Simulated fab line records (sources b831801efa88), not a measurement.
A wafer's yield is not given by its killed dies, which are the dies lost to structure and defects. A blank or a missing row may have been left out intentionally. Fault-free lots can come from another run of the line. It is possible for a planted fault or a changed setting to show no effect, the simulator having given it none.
2 desks, one fault | flow gf180mcu | each desk has only its own numbers; what lay behind them comes last

== DESK OF THE TOOL OWNER: pvdSputter-04 ==
The tool's own readings at GF_M1_SPUTTER_04 (material TiN, target thk 50 nm, time 41.7 s): means of the sampled wafers that have a number, for each lot that ran on this tool. If a lot's mean is further than 4 standard deviations from the usual mean, the lot is out of limits and carries the mark OUT (the distance appears in the brackets).
Columns: A = cathodeDcPowerW at GF_M1_SPUTTER_04, usual 6500.1 W; B = throttleValvePct at GF_M1_SPUTTER_04, usual 30.1 %
lot  | first seen here | A                        | B
L297 | day 17 12:31    | 6498.8                   | 30.9
L299 | day 18 06:23    | 6498.7                   | 29.7
L301 | day 19 05:56    | 7313.4 (+99 or more) OUT | 30.6
L313 | day 23 05:48    | 6500.3                   | 30.7
L316 | day 24 04:49    | 6501.0                   | 30.9
Finding of this desk: L301 out of limits; the first was L301 at day 19 05:56, on cathodeDcPowerW at GF_M1_SPUTTER_04. Within limits: L297, L299, L313, L316.

== METROLOGY DESK ==
What the gauges read, lot by lot, whatever tool the lot ran on: means of the sampled wafers that have a number. If a lot's mean is further than 4 standard deviations from the usual mean, the lot is out of limits and carries the mark OUT (the distance appears in the brackets).
Columns: A = SALICIDE_TIN_THK at GF_SALICIDE_THK_MEAS_05, usual 19.88 nm
lot  | first seen here | A
L293 | day 15 09:05    | 19.68
L295 | day 16 00:46    | 19.76
L296 | day 16 05:59    | 19.74
L297 | day 16 10:26    | 19.51
L298 | day 16 19:10    | 19.82
L299 | day 17 04:07    | 19.77
L300 | day 17 16:04    | 20.02
L301 | day 18 03:07    | 19.62
L312 | day 22 01:05    | 20.10
L313 | day 22 04:14    | 19.98
L314 | day 22 14:34    | 20.28
L315 | day 22 20:11    | 20.46
L316 | day 23 03:29    | 19.59
This desk found nothing out of limits on any of the 13 lots.

== BROUGHT TOGETHER ==
An alarm could have come from the tool owner's desk at day 19 05:56, on L301.
Nothing out of limits was seen by the metrology desk.
The metrology desk holds a record of L301, inside its limits.
Every lot named ran GF_M1_SPUTTER_04 on pvdSputter-04.

== WHAT THE SIMULATOR HAD INSERTED ==
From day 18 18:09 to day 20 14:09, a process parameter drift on pvdSputter-04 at GF_M1_SPUTTER_04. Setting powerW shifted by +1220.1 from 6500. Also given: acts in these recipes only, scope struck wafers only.
Lots struck among those shown: L301.
Time in hours from fault onset to the first out-of-limits reading at each desk: the tool owner's desk, 12.
